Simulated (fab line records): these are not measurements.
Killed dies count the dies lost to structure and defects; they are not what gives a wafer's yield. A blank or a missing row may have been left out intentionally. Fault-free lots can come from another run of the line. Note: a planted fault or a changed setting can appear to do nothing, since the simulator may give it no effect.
Shared-tool check :: flow sky130 :: Lots sampled 12, wafers sampled 36

## REASON IT WAS OPENED
Of 12 lots, 2 have the reading SONOS_ONO_OXIDATION_THK flagged at SKY_SONOS_ONO_THK_MEAS_01. Fault-free wafers read 2.60 nm, with a standard deviation of 0.055.
Rule: a lot gets a flag if all its wafers with a number sit over 4 standard deviations from that mean, or if no wafer of it has a number. All remaining lots are regarded as sound.

lot: L937
measured: day 11 11:59
on: filmMetro-03
SONOS_ONO_OXIDATION_THK (nm), wafer by wafer: 2.62 2.65 2.52
flag: 

lot: L939
measured: day 12 00:41
on: filmMetro-03
SONOS_ONO_OXIDATION_THK (nm), wafer by wafer: 2.65 2.59 2.61
flag: 

lot: L940
measured: day 12 06:08
on: filmMetro-02
SONOS_ONO_OXIDATION_THK (nm), wafer by wafer: 2.62 2.48 2.55
flag: 

lot: L941
measured: day 12 14:37
on: filmMetro-01
SONOS_ONO_OXIDATION_THK (nm), wafer by wafer: 2.64 2.61 2.56
flag: 

lot: L942
measured: day 13 00:20
on: filmMetro-02
SONOS_ONO_OXIDATION_THK (nm), wafer by wafer: 2.71 2.66 2.63
flag: 

lot: L943
measured: day 13 07:14
on: filmMetro-02
SONOS_ONO_OXIDATION_THK (nm), wafer by wafer: 2.56 2.61 2.58
flag: 

lot: L945
measured: day 14 04:52
on: filmMetro-01
SONOS_ONO_OXIDATION_THK (nm), wafer by wafer: 2.61 2.55 2.49
flag: 

lot: L950
measured: day 16 20:02
on: filmMetro-03
SONOS_ONO_OXIDATION_THK (nm), wafer by wafer: 3.04 3.04 3.05
flag: FLAGGED

lot: L953
measured: day 17 05:01
on: filmMetro-01
SONOS_ONO_OXIDATION_THK (nm), wafer by wafer: 3.05 3.02 3.02
flag: FLAGGED

lot: L954
measured: day 17 11:16
on: filmMetro-03
SONOS_ONO_OXIDATION_THK (nm), wafer by wafer: 2.55 2.51 2.49
flag: 

lot: L957
measured: day 18 05:25
on: filmMetro-01
SONOS_ONO_OXIDATION_THK (nm), wafer by wafer: 2.55 2.56 2.67
flag: 

lot: L958
measured: day 18 11:02
on: filmMetro-01
SONOS_ONO_OXIDATION_THK (nm), wafer by wafer: 2.57 2.54 2.55
flag: 
The numbers of the flagged lots are 3.04 nm on average: +0.44 nm against the usual, or +8 standard deviations.

## WHICH TOOL EACH LOT WENT THROUGH
The record keeps 1 process step preceding the reading, out of 708 steps on the route. Cell contents, in order: the tool; ch with the chambers the sampled wafers went through; the start.
lot: L937
flag: 
SKY_SONOS_ONO_OXIDATION_00: furnace-01 ch 0, day 11 10:38

lot: L939
flag: 
SKY_SONOS_ONO_OXIDATION_00: furnace-02 ch 0, day 11 23:21

lot: L940
flag: 
SKY_SONOS_ONO_OXIDATION_00: furnace-02 ch 0, day 12 04:47

lot: L941
flag: 
SKY_SONOS_ONO_OXIDATION_00: furnace-02 ch 0, day 12 13:17

lot: L942
flag: 
SKY_SONOS_ONO_OXIDATION_00: furnace-02 ch 0, day 12 22:59

lot: L943
flag: 
SKY_SONOS_ONO_OXIDATION_00: furnace-01 ch 0, day 13 05:53

lot: L945
flag: 
SKY_SONOS_ONO_OXIDATION_00: furnace-01 ch 0, day 14 03:31

lot: L950
flag: FLAGGED
SKY_SONOS_ONO_OXIDATION_00: furnace-02 ch 0, day 16 18:40

lot: L953
flag: FLAGGED
SKY_SONOS_ONO_OXIDATION_00: furnace-02 ch 0, day 17 03:40

lot: L954
flag: 
SKY_SONOS_ONO_OXIDATION_00: furnace-01 ch 0, day 17 09:55

lot: L957
flag: 
SKY_SONOS_ONO_OXIDATION_00: furnace-01 ch 0, day 18 04:02

lot: L958
flag: 
SKY_SONOS_ONO_OXIDATION_00: furnace-01 ch 0, day 18 09:41
What is done by these steps:
- SKY_SONOS_ONO_OXIDATION_00: stabilise 600 s, purge 300 s, target thk 2.6 nm.
- SKY_SONOS_ONO_THK_MEAS_01

## FLAGGED AGAINST TOTAL, ONE TOOL AT A TIME (gauges that did the reading follow at the end)
step: SKY_SONOS_ONO_OXIDATION_00
tool: furnace-01
lots run: 6
flagged: 0
share of the flagged lots: none
sound lots run after its first flagged lot: -

step: SKY_SONOS_ONO_OXIDATION_00
tool: furnace-02
lots run: 6
flagged: 2
share of the flagged lots: all
sound lots run after its first flagged lot: 0

step: SKY_SONOS_ONO_THK_MEAS_01
tool: filmMetro-01
lots run: 5
flagged: 1
share of the flagged lots: some
sound lots run after its first flagged lot: 2 (L957,L958)

step: SKY_SONOS_ONO_THK_MEAS_01
tool: filmMetro-02
lots run: 3
flagged: 0
share of the flagged lots: none
sound lots run after its first flagged lot: -

step: SKY_SONOS_ONO_THK_MEAS_01
tool: filmMetro-03
lots run: 4
flagged: 1
share of the flagged lots: some
sound lots run after its first flagged lot: 1 (L954)

## WHAT THE TABLE ALLOWS
All flagged lots share 1 row of the table, namely furnace-02 at SKY_SONOS_ONO_OXIDATION_00.
- furnace-02 at SKY_SONOS_ONO_OXIDATION_00 ran 6 lots, 2 of them flagged. Last sound lot L942 at day 12 22:59, first flagged lot L950 at day 16 18:40; a fault beginning in between fits. Its own readings (spikeTcBottomC, spikeTcCentreC, spikeTcUpperC, tubeCenterTempC, tube_center_temp_C_max) fall more than 4 standard deviations out on all wafers of the flagged lots.
Left over: one tool, furnace-02 at SKY_SONOS_ONO_OXIDATION_00.

## WHAT THE SIMULATOR HAD PUT IN
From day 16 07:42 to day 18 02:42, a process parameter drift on furnace-02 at SKY_SONOS_ONO_OXIDATION_00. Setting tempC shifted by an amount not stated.
Lots struck among those shown: L950, L953. The same result came from the rule above.
